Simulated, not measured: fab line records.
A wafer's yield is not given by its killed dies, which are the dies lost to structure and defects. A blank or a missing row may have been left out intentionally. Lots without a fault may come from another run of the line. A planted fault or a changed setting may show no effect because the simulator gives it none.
fab line records	flow gf180mcu
[record] lots = 24	wafers = 72	lastDay = 34
route steps=602 shown CONTACT@302 V3@443 V5@541 PASSIVATION@598
lots untouched by any fault: they come from a run of this same line in which no faults occurred
startH: the number of hours between the record's first day and the start of the first shown wafer of the lot	waitH: time in hours since the lot's previous step	" the same as in the row above	L1.1+2: a single row standing in for several wafers	- no value present, or no start provided	* or withheld: withheld	< > ~ a bound
route shown NAME@n: names a module that has steps shown in the file, with the first one's number in the route	usual: the fault-free wafers' mean and standard deviation	same: alike in all rows	chamber/n: place in a boat	sites: readings site by site	_std_site: the values' standard deviation	_edge_site: the outer-site mean with the inner-site mean subtracted	radiusMm: how far each site lies from the wafer's centre	mask NAME#n: copy n	behind: the last tool/chamber to shape the wafer	hold: the reason the lot was held/the length of the hold in hours/how it ended	device: the transistor (n, p or np) that didn't switch	end of line: the same wafers' tests at the end of the route	where a step has no rows: the recipe by itself	killed: at the first sort, the dies lost to defects and structure; wafer yield is something else	map: a wafer's dies, x killed, . not, _ none there
set.NAME: the run value of the setting; set.NAME@STEP: its run value at that earlier step	model.NAME: the simulator's own value behind a step, which no gauge read
the route's steps for a sample of lots (tables are steps, rows are wafers)
services: a tool's chamber out of use, with start hour (startH, from the record's first day; less than 0 if before it), hours out, and reason
[[steps]]
[step GF_CONTACT_OVL_MEAS_15]
[usual] CONTACT_OVL = 1/5.4
lot.wafer	tool	chamber	startH	waitH	CONTACT_OVL[nm]
L074.1	overlay-02	-	361.33	0.1	10
L074.4	"	-	"	"	-6
L074.6	"	-	"	"	-5
L075.3	overlay-02	-	372.59	0.1	-10
L075.5	"	-	"	"	-7
L075.6	"	-	"	"	0
L076.1	overlay-01	-	381.23	0.1	4
L076.2	"	-	"	"	-1
L076.3	"	-	"	"	-3
L077.1	overlay-02	-	388.98	0.1	2
L077.2	"	-	"	"	4
L077.3	"	-	"	"	3
L078.1	overlay-01	-	399.88	0.1	6
L078.3	"	-	"	"	4
L078.5	"	-	"	"	-1
L079.1	overlay-01	-	409.33	0.1	-9
L079.5	"	-	"	"	-2
L079.6	"	-	"	"	3
L080.3	overlay-02	-	412.54	0.1	-3
L080.4	"	-	"	"	-1
L080.6	"	-	"	"	-3
L081.1	overlay-01	-	421.13	0.1	-3
L081.4	"	-	"	"	-4
L081.6	"	-	"	"	3
L082.1	overlay-02	-	441.98	0.1	-3
L082.2	"	-	"	"	7
L082.4	"	-	"	"	9
L083.3	overlay-02	-	443.59	0.1	6
L083.5	"	-	"	"	-1
L083.6	"	-	"	"	-2
L084.2	overlay-02	-	451.89	0.1	1
L084.3	"	-	"	"	6
L084.5	"	-	"	"	7
L085.1	overlay-02	-	461.08	0.1	7
L085.2	"	-	"	"	13
L085.3	"	-	"	"	8
L086.1	overlay-01	-	474.38	0.1	7
L086.2	"	-	"	"	13
L086.3	"	-	"	"	4
L087.1	overlay-02	-	478.38	0.1	5
L087.2	"	-	"	"	-3
L087.4	"	-	"	"	-3
L088.1	overlay-01	-	486.68	0.1	3
L088.3	"	-	"	"	3
L088.5	"	-	"	"	-1
L089.1	overlay-02	-	492.95	0.1	8
L089.2	"	-	"	"	6
L089.6	"	-	"	"	-1
L090.2	overlay-01	-	501.48	0.1	-4
L090.3	"	-	"	"	-1
L090.4	"	-	"	"	-7
L091.2	overlay-02	-	506.69	0.1	-4
L091.4	"	-	"	"	-2
L091.6	"	-	"	"	-6
L092.1	overlay-01	-	517.78	0.1	-3
L092.5	"	-	"	"	-5
L092.6	"	-	"	"	-5
L093.2	overlay-01	-	529.63	0.1	0
L093.4	"	-	"	"	-7
L093.6	"	-	"	"	-5
L094.1	overlay-02	-	537.38	0.1	8
L094.2	"	-	"	"	-5
L094.3	"	-	"	"	-2
L095.1	overlay-01	-	543.68	0.1	3
L095.4	"	-	"	"	4
L095.6	"	-	"	"	0
L096.1	overlay-01	-	549.38	0.1	6
L096.3	"	-	"	"	-2
L096.5	"	-	"	"	4
L097.3	overlay-01	-	558.49	0.1	10
L097.4	"	-	"	"	0
L097.6	"	-	"	"	2
[step GF_V3_CD_MEAS_14]
[recipe] targetCdNm = 260
[usual] cdNm = 259.8/1.3
lot.wafer	tool	chamber	startH	waitH	cdNm
L074.1	cdSem-02	-	511.96	0.1	258.2
L074.4	"	-	"	"	258.0
L074.6	"	-	"	"	258.5
L075.3	cdSem-02	-	523.85	0.1	259.0
L075.5	"	-	"	"	258.9
L075.6	"	-	"	"	258.1
L076.1	cdSem-01	-	530.86	0.1	260.1
L076.2	"	-	"	"	259.6
L076.3	"	-	"	"	259.4
L077.1	cdSem-01	-	540.01	0.1	260.4
L077.2	"	-	"	"	260.7
L077.3	"	-	"	"	260.6
L078.1	cdSem-01	-	551.41	0.1	258.2
L078.3	"	-	"	"	259.6
L078.5	"	-	"	"	259.3
L079.1	cdSem-01	-	559.01	0.1	258.2
L079.5	"	-	"	"	259.2
L079.6	"	-	"	"	260.4
L080.3	cdSem-02	-	562.80	0.1	261.5
L080.4	"	-	"	"	261.1
L080.6	"	-	"	"	260.6
L081.1	cdSem-02	-	571.51	0.1	259.9
L081.4	"	-	"	"	259.5
L081.6	"	-	"	"	260.0
L082.1	cdSem-02	-	591.36	0.1	260.2
L082.2	"	-	"	"	261.0
L082.4	"	-	"	"	260.2
L083.3	cdSem-02	-	592.00	0.1	261.9
L083.5	"	-	"	"	261.5
L083.6	"	-	"	"	261.9
L084.2	cdSem-02	-	599.28	0.1	257.6
L084.3	"	-	"	"	258.9
L084.5	"	-	"	"	258.1
L085.1	cdSem-02	-	606.31	0.1	261.4
L085.2	"	-	"	"	261.0
L085.3	"	-	"	"	262.2
L086.1	cdSem-01	-	618.31	0.1	260.3
L086.2	"	-	"	"	259.9
L086.3	"	-	"	"	261.3
L087.1	cdSem-01	-	622.41	0.1	259.4
L087.2	"	-	"	"	261.1
L087.4	"	-	"	"	259.7
L088.1	cdSem-01	-	629.46	0.1	261.7
L088.3	"	-	"	"	261.5
L088.5	"	-	"	"	261.7
L089.1	cdSem-02	-	634.06	0.1	259.5
L089.2	"	-	"	"	258.1
L089.6	"	-	"	"	257.2
L090.2	cdSem-01	-	640.18	0.1	259.2
L090.3	"	-	"	"	258.0
L090.4	"	-	"	"	258.6
L091.2	cdSem-02	-	645.35	0.1	260.1
L091.4	"	-	"	"	260.7
L091.6	"	-	"	"	260.3
L092.1	cdSem-02	-	654.81	0.1	259.4
L092.5	"	-	"	"	258.7
L092.6	"	-	"	"	259.6
L093.2	cdSem-01	-	664.92	0.1	260.6
L093.4	"	-	"	"	260.1
L093.6	"	-	"	"	259.9
L094.1	cdSem-02	-	671.46	0.1	260.6
L094.2	"	-	"	"	261.1
L094.3	"	-	"	"	262.0
L095.1	cdSem-01	-	677.36	0.1	259.7
L095.4	"	-	"	"	258.5
L095.6	"	-	"	"	258.9
L096.1	cdSem-01	-	681.20	0.1	258.1
L096.3	"	-	"	"	258.0
L096.5	"	-	"	"	258.9
L097.3	cdSem-02	-	689.25	0.1	258.3
L097.4	"	-	"	"	257.5
L097.6	"	-	"	"	258.1
[step GF_V5_THK_MEAS_01]
[recipe] reads = SiO2_of_V5_CVD_00
[usual] V5_CVD_00_THK = 299.8/2.6
lot.wafer	tool	chamber	startH	waitH	V5_CVD_00_THK[nm]
L074.1	filmMetro-01	-	606.15	0.0	298.1
L074.4	"	-	"	"	300.3
L074.6	"	-	"	"	293.3
L075.3	filmMetro-01	-	617.15	0.0	299.5
L075.5	"	-	"	"	299.4
L075.6	"	-	"	"	301.8
L076.1	filmMetro-03	-	624.39	0.0	298.4
L076.2	"	-	"	"	299.5
L076.3	"	-	"	"	294.6
L077.1	filmMetro-02	-	632.89	0.0	301.6
L077.2	"	-	"	"	297.8
L077.3	"	-	"	"	302.7
L078.1	filmMetro-02	-	643.06	0.0	300.5
L078.3	"	-	"	"	299.4
L078.5	"	-	"	"	302.5
L079.1	filmMetro-01	-	649.21	0.0	300.5
L079.5	"	-	"	"	295.7
L079.6	"	-	"	"	300.9
L080.3	filmMetro-03	-	653.21	0.0	301.0
L080.4	"	-	"	"	300.5
L080.6	"	-	"	"	304.1
L081.1	filmMetro-03	-	659.03	0.0	297.6
L081.4	"	-	"	"	298.1
L081.6	"	-	"	"	297.3
L082.1	filmMetro-01	-	676.14	0.0	300.8
L082.2	"	-	"	"	307.6
L082.4	"	-	"	"	303.7
L083.3	filmMetro-01	-	678.51	0.0	300.3
L083.5	"	-	"	"	295.4
L083.6	"	-	"	"	301.8
L084.2	filmMetro-03	-	684.47	0.0	302.0
L084.3	"	-	"	"	298.9
L084.5	"	-	"	"	302.8
L085.1	filmMetro-02	-	691.49	0.0	300.2
L085.2	"	-	"	"	298.2
L085.3	"	-	"	"	298.1
L086.1	filmMetro-03	-	703.21	0.0	302.6
L086.2	"	-	"	"	303.3
L086.3	"	-	"	"	300.1
L087.1	filmMetro-02	-	707.02	0.0	298.7
L087.2	"	-	"	"	299.1
L087.4	"	-	"	"	298.7
L088.1	filmMetro-03	-	712.16	0.0	298.6
L088.3	"	-	"	"	296.8
L088.5	"	-	"	"	302.8
L089.1	filmMetro-03	-	716.54	0.0	296.5
L089.2	"	-	"	"	302.3
L089.6	"	-	"	"	300.2
L090.2	filmMetro-02	-	721.91	0.0	301.7
L090.3	"	-	"	"	298.5
L090.4	"	-	"	"	301.9
L091.2	filmMetro-03	-	725.85	0.0	300.9
L091.4	"	-	"	"	300.9
L091.6	"	-	"	"	299.7
L092.1	filmMetro-03	-	735.02	0.0	300.1
L092.5	"	-	"	"	300.8
L092.6	"	-	"	"	302.0
L093.2	filmMetro-02	-	745.48	0.0	299.8
L093.4	"	-	"	"	305.0
L093.6	"	-	"	"	296.1
L094.1	filmMetro-03	-	749.27	0.0	302.9
L094.2	"	-	"	"	302.1
L094.3	"	-	"	"	305.9
L095.1	filmMetro-03	-	754.57	0.0	299.1
L095.4	"	-	"	"	300.6
L095.6	"	-	"	"	301.1
L096.1	filmMetro-02	-	758.60	0.0	303.4
L096.3	"	-	"	"	301.3
L096.5	"	-	"	"	299.1
L097.3	filmMetro-03	-	765.19	0.0	294.1
L097.4	"	-	"	"	295.8
L097.6	"	-	"	"	294.7
[step GF_V5_CMP_04]
[recipe] material = SiO2	downForcePsi = 4	platenRpm = 60	padVelocityMS = 0.94248
[usual] motorCurrentA = 12.1/0.95
lot.wafer	tool	chamber	startH	waitH	motorCurrentA
L074.1	cmp-01	0	606.37	0.1	12.3
L074.4	"	3	"	"	12.1
L074.6	"	0	"	"	12.0
L075.3	cmp-02	2	617.35	0.0	10.7
L075.6	"	2	"	"	10.1
L075.5	"	3	"	"	14.0
L076.1	cmp-02	0	624.62	0.1	12.4
L076.3	"	2	"	"	10.7
L076.2	"	3	"	"	13.3
L077.2	cmp-01	3	633.12	0.0	12.0
L077.3	"	0	"	"	11.9
L077.1	"	1	"	"	12.1
L078.3	cmp-01	3	643.29	0.0	13.0
L078.1	"	1	"	"	11.9
L078.5	"	0	"	"	12.1
L079.1	cmp-02	3	649.44	0.1	14.0
L079.6	"	3	"	"	13.2
L079.5	"	0	"	"	11.9
L080.4	cmp-01	2	653.52	0.1	13.4
L080.3	"	3	"	"	13.2
L080.6	"	0	"	"	12.0
L081.4	cmp-01	0	659.25	0.0	11.9
L081.1	"	1	"	"	11.6
L081.6	"	0	"	"	11.8
L082.4	cmp-02	3	676.42	0.1	13.5
L082.1	"	0	"	"	11.7
L082.2	"	1	"	"	12.1
L083.3	cmp-02	3	678.72	0.0	12.5
L083.6	"	3	"	"	12.8
L083.5	"	0	"	"	12.2
L084.3	cmp-01	2	684.69	0.0	13.1
L084.2	"	1	"	"	11.6
L084.5	"	3	"	"	12.7
L085.2	cmp-02	1	691.72	0.0	12.0
L085.1	"	2	"	"	9.7
L085.3	"	0	"	"	12.0
L086.1	cmp-02	1	703.49	0.1	12.5
L086.2	"	2	"	"	10.4
L086.3	"	3	"	"	12.2
L087.2	cmp-01	3	707.25	0.0	12.3
L087.1	"	0	"	"	12.7
L087.4	"	2	"	"	13.2
L088.3	cmp-02	0	712.73	0.4	11.8
L088.1	"	2	"	"	9.8
L088.5	"	0	"	"	12.3
L089.2	cmp-02	3	716.77	0.0	12.6
L089.1	"	1	"	"	12.4
L089.6	"	3	"	"	13.1
L090.4	cmp-01	1	722.18	0.1	11.3
L090.3	"	2	"	"	13.5
L090.2	"	3	"	"	12.7
L091.2	cmp-02	1	726.12	0.1	12.1
L091.4	"	2	"	"	9.8
L091.6	"	0	"	"	12.1
L092.1	cmp-01	3	735.30	0.1	12.4
L092.6	"	2	"	"	13.9
L092.5	"	3	"	"	12.4
L093.2	cmp-02	2	746.04	0.4	10.1
L093.4	"	3	"	"	13.4
L093.6	"	2	"	"	10.4
L094.2	cmp-01	0	749.70	0.2	12.7
L094.3	"	1	"	"	11.7
L094.1	"	3	"	"	12.2
L095.1	cmp-02	2	754.80	0.1	10.8
L095.4	"	3	"	"	13.1
L095.6	"	2	"	"	10.7
L096.1	cmp-01	0	759.01	0.2	12.4
L096.3	"	2	"	"	13.0
L096.5	"	3	"	"	12.1
L097.3	cmp-02	3	765.62	0.3	13.6
L097.4	"	0	"	"	11.3
L097.6	"	2	"	"	9.9
[step GF_PASSIVATION_ETCH_11]
[recipe] chemistry = CF4/O2	targetDepthNm = 2040	stopOn = TiN	sourceW = 800	biasW = 150	pressureMtorr = 150	cf4FlowSccm = 80	O2_flow_sccm = 10	timeS = 453.3
[usual] drypumpMotorCurrentA = 5.61/0.3	oesProductAu = 0.990/0.0059	throttleValvePct = 5.969/0.0093
lot.wafer	tool	chamber	startH	waitH	drypumpMotorCurrentA	oesProductAu	rfHoursCounterH	throttleValvePct
L074.1	rieDiel-04	2	669.01	-	5.21	0.989	66	5.973
L074.4	"	3	"	"	5.76	0.991	1	5.961
L074.6	"	3	"	"	5.74	0.989	-	5.956
L075.3	rieDiel-04	2	679.76	-	5.25	0.998	67	5.969
L075.5	"	3	"	"	5.74	0.985	-	5.976
L075.6	"	2	"	"	5.24	0.992	-	5.975
L076.1	rieDiel-03	2	686.01	-	6.48	0.983	3	5.958
L076.2	"	3	"	"	5.03	0.987	6	5.972
L076.3	"	0	"	"	5.76	0.989	11	5.980
L077.1	rieDiel-03	1	693.51	-	6.09	0.993	14	5.968
L077.2	"	0	"	"	5.80	0.995	11	5.990
L077.3	"	3	"	"	5.04	0.986	6	5.989
L078.1	rieDiel-03	2	704.16	-	6.49	0.997	4	5.968
L078.3	"	0	"	"	5.78	0.994	12	5.951
L078.5	"	1	"	"	6.09	0.985	-	5.967
L079.1	rieDiel-04	0	710.06	-	5.82	0.991	28	5.972
L079.5	"	3	"	"	5.74	0.977	-	5.977
L079.6	"	2	"	"	5.23	0.986	-	5.978
L080.3	rieDiel-02	1	712.71	-	5.57	1.003	8	5.960
L080.4	"	2	"	"	5.37	0.989	-	5.990
L080.6	"	1	"	"	5.59	0.992	-	5.970
L081.1	rieDiel-04	3	718.56	-	5.74	0.997	4	5.975
L081.4	"	2	"	"	5.23	0.982	1	5.972
L081.6	"	3	"	"	5.76	0.982	-	5.977
L082.1	rieDiel-02	1	733.76	-	5.59	0.989	9	5.979
L082.2	"	0	"	"	5.46	0.991	7	5.963
L082.4	"	2	"	"	5.45	0.994	21	5.958
L083.3	rieDiel-04	1	736.96	-	5.71	0.987	14	5.978
L083.5	"	3	"	"	5.74	0.985	-	5.950
L083.6	"	2	"	"	5.23	0.983	-	5.955
L084.2	rieDiel-02	3	741.91	-	5.56	0.993	11	5.975
L084.3	"	1	"	"	5.58	0.989	10	5.961
L084.5	"	1	"	"	5.58	0.995	-	5.976
L085.1	rieDiel-02	2	748.61	-	5.40	0.995	22	5.978
L085.2	"	3	"	"	5.54	0.992	11	5.965
L085.3	"	1	"	"	5.56	0.999	10	5.978
L086.1	rieDiel-04	0	757.76	-	5.84	0.996	30	5.982
L086.2	"	1	"	"	5.70	0.975	15	5.960
L086.3	"	3	"	"	5.75	0.988	6	5.969
L087.1	rieDiel-04	3	761.81	-	5.74	0.991	6	5.975
L087.2	"	1	"	"	5.73	0.983	15	5.965
L087.4	"	2	"	"	5.23	0.983	3	5.965
L088.1	rieDiel-02	1	767.56	-	5.57	0.995	11	5.945
L088.3	"	2	"	"	5.40	0.992	23	5.964
L088.5	"	0	"	"	5.52	0.988	-	5.972
L089.1	rieDiel-04	2	770.41	-	5.24	0.989	4	5.968
L089.2	"	3	"	"	5.73	0.988	7	5.957
L089.6	"	0	"	"	5.84	1.003	-	5.982
L090.2	rieDiel-04	3	775.56	-	5.75	0.994	7	5.963
L090.3	"	1	"	"	5.70	0.997	16	5.960
L090.4	"	0	"	"	5.81	0.987	31	5.967
L091.2	rieDiel-04	1	779.61	-	5.71	0.990	16	5.947
L091.4	"	2	"	"	5.22	0.984	5	5.950
L091.6	"	3	"	"	5.75	0.992	-	5.968
L092.1	rieDiel-02	2	787.11	-	5.40	0.989	24	5.956
L092.5	"	1	"	"	5.55	0.999	-	5.963
L092.6	"	2	"	"	5.39	0.994	-	5.970
L093.2	rieDiel-02	3	796.51	-	5.53	0.994	13	5.967
L093.4	"	1	"	"	5.56	0.986	13	5.972
L093.6	"	0	"	"	5.46	1.002	-	5.976
L094.1	rieDiel-02	1	800.16	-	5.56	0.990	13	5.975
L094.2	"	0	"	"	5.46	0.995	10	5.968
L094.3	"	2	"	"	5.45	0.995	25	5.986
L095.1	rieDiel-03	0	803.61	-	5.75	0.993	16	5.975
L095.4	"	2	"	"	6.47	0.995	7	5.982
L095.6	"	1	"	"	6.07	0.998	-	5.965
L096.1	rieDiel-02	1	808.76	-	5.56	0.998	13	5.966
L096.3	"	2	"	"	5.38	0.983	25	5.964
L096.5	"	1	"	"	5.56	0.994	-	5.959
L097.3	rieDiel-02	2	813.91	-	5.40	0.999	26	5.957
L097.4	"	3	"	"	5.54	0.983	14	5.978
L097.6	"	3	"	"	5.54	0.991	-	5.974
[step GF_PASSIVATION_STRIP_12]
[recipe] chemistry = O2/N2	powerW = 1400	pressureMtorr = 1500	platenTempC = 250	o2FlowSccm = 3000	n2FlowSccm = 300	overashFraction = 0.5
[usual] drypumpMotorCurrentA = 5.9/0.34	heaterPowerW = 349/27	oesProductAu = 0.719/0.0042	stripTimeToEndpointS = 32.91/0.19
lot.wafer	tool	chamber	startH	waitH	drypumpMotorCurrentA	heaterPowerW	oesProductAu	rfHoursCounterH	stripTimeToEndpointS
L074.1	plasmaAsher-04	0	669.28	0.1	6.0	397	0.718	25	33.05
L074.4	"	0	"	"	6.0	396	0.712	-	33.00
L074.6	"	0	"	"	6.0	389	0.712	-	32.90
L075.3	plasmaAsher-01	0	680.06	0.2	6.0	305	0.722	-	32.96
L075.5	"	1	"	"	5.7	371	0.717	-	33.24
L075.6	"	0	"	"	6.0	310	0.717	-	33.06
L076.1	plasmaAsher-04	1	686.28	0.1	5.3	361	0.720	27	32.99
L076.2	"	0	"	"	6.0	389	0.719	27	32.94
L076.3	"	0	"	"	6.0	380	0.723	-	32.87
L077.1	plasmaAsher-01	1	693.78	0.1	5.6	370	0.715	111	32.92
L077.2	"	0	"	"	6.0	303	0.721	111	32.91
L077.3	"	1	"	"	5.7	373	0.725	-	32.65
L078.1	plasmaAsher-02	0	704.43	0.1	6.4	320	0.716	59	32.95
L078.3	"	0	"	"	6.3	315	0.721	-	32.78
L078.5	"	0	"	"	6.3	319	0.715	-	32.90
L079.1	plasmaAsher-01	0	710.33	0.1	6.0	305	0.723	112	32.98
L079.5	"	1	"	"	5.7	364	0.714	-	32.87
L079.6	"	0	"	"	6.0	308	0.722	-	33.18
L080.3	plasmaAsher-02	0	713.01	0.2	6.3	327	0.719	-	32.52
L080.4	"	1	"	"	5.7	353	0.713	-	32.96
L080.6	"	0	"	"	6.3	321	0.723	-	32.66
L081.1	plasmaAsher-01	0	718.83	0.1	6.0	309	0.716	113	32.73
L081.4	"	1	"	"	5.7	361	0.720	-	33.13
L081.6	"	1	"	"	5.7	361	0.721	-	32.78
L082.1	plasmaAsher-02	0	734.03	0.1	6.4	320	0.724	62	32.87
L082.2	"	1	"	"	5.7	348	0.716	62	33.01
L082.4	"	0	"	"	6.3	315	0.719	-	33.06
L083.3	plasmaAsher-02	1	737.26	0.2	5.7	364	0.713	-	33.19
L083.5	"	1	"	"	5.7	355	0.723	-	33.02
L083.6	"	0	"	"	6.3	328	0.729	-	33.32
L084.2	plasmaAsher-04	1	742.18	0.1	5.3	373	0.712	33	33.05
L084.3	"	0	"	"	6.0	382	0.717	-	32.65
L084.5	"	1	"	"	5.3	360	0.721	-	32.85
L085.1	plasmaAsher-01	0	748.88	0.1	6.0	324	0.717	1	32.81
L085.2	"	1	"	"	5.7	381	0.722	1	32.65
L085.3	"	0	"	"	5.9	326	0.721	-	32.57
L086.1	plasmaAsher-02	1	758.03	0.1	5.7	350	0.722	65	32.96
L086.2	"	0	"	"	6.4	320	0.720	65	33.11
L086.3	"	0	"	"	6.4	324	0.714	-	33.06
L087.1	plasmaAsher-02	1	762.08	0.1	5.7	350	0.712	65	32.63
L087.2	"	0	"	"	6.4	328	0.721	65	32.75
L087.4	"	0	"	"	6.4	316	0.727	-	33.01
L088.1	plasmaAsher-04	0	767.83	0.1	6.0	394	0.719	36	32.71
L088.3	"	1	"	"	5.3	360	0.714	-	32.96
L088.5	"	1	"	"	5.3	366	0.719	-	32.96
L089.1	plasmaAsher-01	0	770.68	0.1	6.0	329	0.724	2	32.99
L089.2	"	1	"	"	5.7	370	0.712	2	32.83
L089.6	"	1	"	"	5.6	376	0.719	-	32.46
L090.2	plasmaAsher-04	1	775.83	0.1	5.3	366	0.718	37	32.85
L090.3	"	1	"	"	5.2	356	0.715	-	33.12
L090.4	"	0	"	"	6.0	399	0.728	-	32.94
L091.2	plasmaAsher-02	0	779.88	0.1	6.4	318	0.718	67	33.06
L091.4	"	1	"	"	5.7	342	0.711	-	33.24
L091.6	"	0	"	"	6.4	320	0.720	-	32.83
L092.1	plasmaAsher-02	0	787.38	0.1	6.4	318	0.719	68	32.75
L092.5	"	1	"	"	5.7	343	0.720	-	32.50
L092.6	"	0	"	"	6.4	319	0.719	-	32.73
L093.2	plasmaAsher-04	0	796.78	0.1	6.0	393	0.715	39	32.80
L093.4	"	1	"	"	5.2	372	0.716	-	32.71
L093.6	"	1	"	"	5.2	364	0.727	-	33.04
L094.1	plasmaAsher-01	0	800.43	0.1	6.0	327	0.723	5	32.76
L094.2	"	1	"	"	5.7	376	0.713	5	32.93
L094.3	"	0	"	"	6.0	328	0.715	-	32.81
L095.1	plasmaAsher-02	1	803.88	0.1	5.7	350	0.710	70	32.96
L095.4	"	0	"	"	6.3	316	0.720	-	32.94
L095.6	"	0	"	"	6.3	321	0.715	-	32.91
L096.1	plasmaAsher-02	1	809.03	0.1	5.7	350	0.717	70	32.74
L096.3	"	1	"	"	5.7	350	0.721	-	32.66
L096.5	"	1	"	"	5.7	348	0.709	-	32.85
L097.3	plasmaAsher-01	0	814.21	0.2	6.0	325	0.717	-	32.84
L097.4	"	1	"	"	5.7	375	0.726	-	32.75
L097.6	"	0	"	"	6.0	330	0.717	-	32.50
[[services]]
tool	chamber	startH	hours	kind
cmp-02	-	582.38	-	consumableReplace:conditioner
cmp-02	-	582.38	-	consumableReplace:pad
cmp-02	-	584.25	4.8	repair
rieDiel-03	-	597.31	14.6	pm
cmp-02	-	602.78	2.7	repair
rieDiel-04	3	608.42	-	clean
rieDiel-04	3	608.42	23.3	scheduledDown
rieDiel-04	3	608.42	23.3	ventCycle
cmp-02	-	628.60	13.1	repair
plasmaAsher-04	-	678.03	2.8	pm
cmp-02	-	679.63	0.5	repair
rieDiel-04	-	703.96	2.8	pm
cmp-02	-	705.13	4.1	repair
rieDiel-02	0	705.38	8.8	repair
cmp-01	-	710.77	4.2	pm
plasmaAsher-01	-	733.75	9.0	pm
cmp-01	-	744.00	4.0	pm
cmp-01	-	746.40	0.9	repair
cmp-01	-	748.00	-	consumableReplace:conditioner
cmp-01	-	748.00	-	consumableReplace:pad
cmp-02	-	748.09	4.0	pm
plasmaAsher-01	-	754.08	5.6	repair
rieDiel-02	0	783.42	6.1	repair
plasmaAsher-04	-	793.92	1.4	repair
[[key]]
fault none
